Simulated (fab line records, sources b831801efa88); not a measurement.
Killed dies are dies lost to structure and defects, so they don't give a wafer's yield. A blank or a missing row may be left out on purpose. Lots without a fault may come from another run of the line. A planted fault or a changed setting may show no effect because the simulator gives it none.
Problem report in the 8D (eight disciplines) form, filled by code | flow sky130 | the parts of the form that need people (team, actions taken, sign-off) are left out

1. THE PROBLEM
SD_P_TW at SKY_SD_P_TW_MEAS_11 reads a mean of 2676 on 3 wafers of 1 lot; wafers without a fault read 2815 with a standard deviation of 16. That is -8.7 standard deviations from the usual mean.
First seen on wafer L603.2, day 28 03:57, on film_metro-03. The record holds 33 wafers of 11 lots with a number at this step. Rule for "out", or "out of limits": more than 4 standard deviations from the usual mean. The other wafers with a number count as sound.

2. WHAT IT IS AND WHAT IT IS NOT
question                    | is                     | is not
which readings at this step | SD_P_TW                | -
which lots                  | L603                   | L600, L602, L609, L610, L612, L615, L616, L617, L618, L619
which wafers of those lots  | all that have a number | -
read on which gauges        | film_metro-03          | film_metro-01, film_metro-02
when                        | from day 28 03:57      | up to then (6 sound wafers); but 24 sound wafers of L609, L610, L612, L615, L616, L617, L618, L619 came after

3. SUSPECTS, AND WHAT RULES EACH OUT
Counting: a tool at a process step up to the reading stays a suspect if it ran every lot that is out and no sound lot after the first of them.
- the gauge at SKY_SD_P_TW_MEAS_11: ruled out. All the wafers that are out were read on film_metro-03, but those of them that SKY_SD_P_STRIP_10 has rows for are out there too, on other tools.
- implanter-02 at SKY_SD_P_IMPLANT_09: ruled out as a lasting fault. Sound lots L618, L619 ran on it after its first lot that is out, L603 (day 28 03:43).
- plasma_asher-02 at SKY_SD_P_STRIP_10 (strips in O2/N2): ruled out as a lasting fault. Sound lots L610, L612 ran on it after its first lot that is out, L603 (day 28 03:50).
Left after counting: nothing in the record.

4. THE CAUSE (what the simulator had put in)
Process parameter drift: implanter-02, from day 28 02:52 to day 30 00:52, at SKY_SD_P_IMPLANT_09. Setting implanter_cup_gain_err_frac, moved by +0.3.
Counting ruled it out, wrongly: the rule takes a fault to strike every lot that its tool runs from its start on, and this one did not.

5. THE CHAIN OF EFFECTS, in route order
Each row: a reading whose mean over the struck wafers that have a number lies more than 3 standard deviations from the usual. Only readings for which the record gives a usual standard deviation are gone through. hours: the time from each lot's start at the first step in this table that gives one to its start at this step, as a median over the lots. sigmas: the change in usual standard deviations.
hours | step                | reading                  | usual        | on struck wafers | change | sigmas
0     | SKY_SD_P_STRIP_10   | strip_time_to_endpoint_s | 17.48 s      | 17.01            | -0.47  | -12
0     | SKY_SD_P_TW_MEAS_11 | SD_P_TW                  | 2815         | 2676             | -139   | -8.7
57    | SKY_SD_N_RS_MEAS_17 | SD_P_RS                  | 146.9 ohm/sq | 150.6            | +3.7   | +11
The process steps in it:
- SKY_SD_P_STRIP_10: strips in O2/N2.

6. WHAT WOULD HAVE CAUGHT IT SOONER
In this record the first reading out of limits at a measuring or inspecting step was taken at day 28 03:57, 1 hour after the fault began at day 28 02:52.
